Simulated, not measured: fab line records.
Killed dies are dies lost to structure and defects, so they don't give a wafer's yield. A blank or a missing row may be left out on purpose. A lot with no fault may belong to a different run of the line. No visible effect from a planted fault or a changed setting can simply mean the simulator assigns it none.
Chamber matching -- flow gf180mcu -- GF_V5_CVD_02 on pecvd-03: 3 sister chambers
The step deposits SiO2 from TEOS, target thk 1450 nm, time 163.28 s. 16 wafers are shown with their chamber, then 8 later ones without.

== WAFERS, EACH WITH ITS CHAMBER ==
wafer,chamber,heater power w (W)
L189.1,0,837
L189.3,1,462
L189.5,0,683
L192.1,1,560
L192.5,2,674
L192.6,1,473
L193.2,0,716
L193.5,2,548
L193.6,0,818
L194.1,1,552
L194.3,0,763
L194.4,1,465
L197.1,1,577
L197.2,2,628
L197.3,0,713
L200.2,0,836

SIGNATURES (averages over the wafers above)
reading,chamber 0,chamber 1,chamber 2,scatter within a chamber
heater power w,766.57,514.83,616.67,60.3
Rule: distance of a wafer from a chamber = root of the sum over the readings of ((wafer's reading minus chamber's mean) / reading's scatter) squared. If the next closest chamber is less than 2 further off than the closest, the wafer can't be placed; otherwise it belongs to the closest. How the scatter is found: for the shown wafers, subtract from each reading the mean of its chamber, square and add these, divide the total by (wafers less chambers), then take the root.

== WAFERS MISSING THEIR CHAMBER ==
wafer,heater power w (W)
L200.3,582
L200.4,555
L204.4,663
L204.5,833
L204.6,460
L211.2,686
L211.3,849
L211.5,458

== WHICH CHAMBER EACH WENT THROUGH ==
wafer,from the rows above,in truth
L200.3,can't be placed: 2 or 1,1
L200.4,can't be placed: 1 or 2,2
L204.4,can't be placed: 2 or 0 or 1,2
L204.5,0,0
L204.6,can't be placed: 1 or 2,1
L211.2,can't be placed: 2 or 0 or 1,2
L211.3,0,0
L211.5,can't be placed: 1 or 2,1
Placed correctly: 2 of 8. These rows do not allow placing 6 (true chamber among the candidates in 6). 0 placed wrongly.
